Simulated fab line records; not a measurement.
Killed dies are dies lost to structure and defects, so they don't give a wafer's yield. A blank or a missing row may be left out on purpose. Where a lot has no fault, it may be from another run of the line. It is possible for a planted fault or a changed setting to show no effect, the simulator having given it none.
Struck lot and sound lot, side by side ; flow sfq_line ; 21 out of 325 route steps
Sound: wafers L178.1, L178.3, L178.4. Struck: wafer L192.6. (L192.4 of the same lot was not struck and is left out.) The cause comes at the end.
At each step with rows: each side's tool, then ch and its chambers, then its first start. Under that, the readings that differ: sound wafers ; struck wafers ; difference of the means ; sigmas: that difference in standard deviations of wafers without a fault.
alike: readings whose means differ by less than 2 such deviations, and words and numbers that are the same on both sides. not compared: withheld readings, readings that some wafer has no value for, bounds like >300 that may hide the same value, and numbers for which the record gives no deviation and whose values overlap.
A row with sigmas, a row that says differs or no value, or rows on one side alone: a step with any of these is where the two part. Numbers that have no deviation but don't overlap get no sigmas and don't part them. Lack of a reading on every wafer of one side parts them only where that side has two or more wafers.

first, 2 steps without rows for these wafers: SFQ_TRILAYER_M6_LITHO_PEB_162 (peb time 60 s); SFQ_TRILAYER_M6_LITHO_DEVELOP_161 (time 60 s).
SFQ_M6_OVL_MEAS_940:
  struck on overlay-01, day 84 11:15; sound on overlay-01, day 74 15:03
  alike: M6_OVL
SFQ_TRILAYER_M6_BARC_OPEN_METAL_ETCH_206: etches BARC in O2, target depth 125 nm, time 41.7 s.
  sound on rie_metal-04 ch 0,1, day 74 15:05; struck on rie_metal-01 ch 0, day 84 11:17
reading;sound;struck;difference;sigmas
rf_fwd_power_W (W);594.6 594.1 594.6;590.7;-3.7;-2
  alike: drypump_motor_current_A, oes_product_au
  not compared: rf_hours_counter_h
then, 1 step without rows for these wafers: SFQ_TRILAYER_M6_ETCH_METAL_ETCH_162 (etches Nb in Cl2/Ar, stops on SiO2, target depth 240 nm, time 120 s).
SFQ_TRILAYER_M6_STRIP_STRIP_163: strips in O2.
  sound on rie_metal-04 ch 0,1, day 74 15:16; struck on rie_metal-01 ch 0, day 84 11:39
  alike: drypump_motor_current_A, oes_product_au
  not compared: rf_hours_counter_h
then, 2 steps without rows for these wafers: SFQ_TRILAYER_M6_STRIP_SOLV_CLEAN_164 (cleans in NMP, time 600 s); SFQ_TRILAYER_I6_DEP_PECVD_165 (deposits SiO2 from SiH4/N2O, time 111.11 s, target thk 500 nm).
SFQ_TRILAYER_I6_CMP_CMP_166: polishes SiO2.
  sound on cmp-01 ch 0,1,3, day 74 16:08; struck on cmp-01 ch 3, day 84 21:37
reading;sound;struck;difference;sigmas
time_to_endpoint_s (s);218 215 226;248;+28;+3
  alike: motor_current_A
SFQ_I6_BOW_MEAS_941:
  struck on film_metro-04, day 84 22:11; sound on film_metro-02, day 74 19:08
  alike: I6_BOW
then, 2 steps without rows for these wafers: SFQ_TRILAYER_I6_METRO_MEASURE_167; SFQ_TRILAYER_I6_VIA_LITHO_COAT_174 (resist thk 62 nm).
SFQ_TRILAYER_I6_VIA_LITHO_COAT_169: resist thk 650 nm.
  sound on litho_track-03 ch 0, day 74 20:45; struck on litho_track-03 ch 0, day 84 23:53
reading;sound;struck;difference;sigmas
model.KrF_of_TRILAYER_I6_VIA_LITHO_COAT_169.thk_nm (nm);648.9 649.6 650.1;675.5;+26.0;
then, 4 steps without rows for these wafers: SFQ_TRILAYER_I6_VIA_LITHO_SOFTBAKE_173; SFQ_TRILAYER_I6_VIA_LITHO_EXPOSE_170 (exposes mask I6, target cd 700 nm); SFQ_TRILAYER_I6_VIA_LITHO_PEB_172 (peb time 60 s); SFQ_TRILAYER_I6_VIA_LITHO_DEVELOP_171 (time 60 s).
-- the record jumps here: 3 days lie between the struck wafers' starts before and after --
SFQ_I6_OVL_MEAS_942:
  struck on overlay-01, day 88 03:41; sound on overlay-02, day 78 09:44
  alike: I6_OVL
SFQ_TRILAYER_I6_VIA_BARC_OPEN_VIA_ETCH_235: etches BARC in O2, target depth 125 nm, time 41.7 s.
  sound on rie_diel-01 ch 1,2,3, day 78 09:47; struck on rie_diel-04 ch 3, day 88 03:42
reading;sound;struck;difference;sigmas
rf_fwd_power_W (W);493.8 493.8 492.0;499.4;+6.2;+3
  alike: drypump_motor_current_A, oes_product_au
  not compared: rf_hours_counter_h
SFQ_TRILAYER_I6_VIA_ETCH_VIA_ETCH_172: etches SiO2 in CHF3, stops on Nb, target depth 260 nm.
  sound on rie_diel-01 ch 1,2,3, day 78 09:49; struck on rie_diel-04 ch 3, day 88 03:44
reading;sound;struck;difference;sigmas
model.KrF_of_TRILAYER_I6_VIA_LITHO_COAT_169.thk_nm (nm);529.3 529.6 528.5;553.4;+24.3;
  alike: drypump_motor_current_A, oes_product_au, rf_fwd_power_W
SFQ_TRILAYER_I6_VIA_STRIP_STRIP_173: strips in O2.
  sound on rie_metal-03 ch 0,1, day 78 09:56; struck on rie_metal-02 ch 1, day 88 04:03
reading;sound;struck;difference;sigmas
oes_product_au (a.u.);1.002 1.012 1.013;0.989;-0.020;-3
  alike: drypump_motor_current_A
  not compared: rf_hours_counter_h

## WHERE THEY PART
First at SFQ_TRILAYER_M6_BARC_OPEN_METAL_ETCH_206; last, within this record, at SFQ_TRILAYER_I6_VIA_STRIP_STRIP_173.

WHY: whatever the simulator had introduced
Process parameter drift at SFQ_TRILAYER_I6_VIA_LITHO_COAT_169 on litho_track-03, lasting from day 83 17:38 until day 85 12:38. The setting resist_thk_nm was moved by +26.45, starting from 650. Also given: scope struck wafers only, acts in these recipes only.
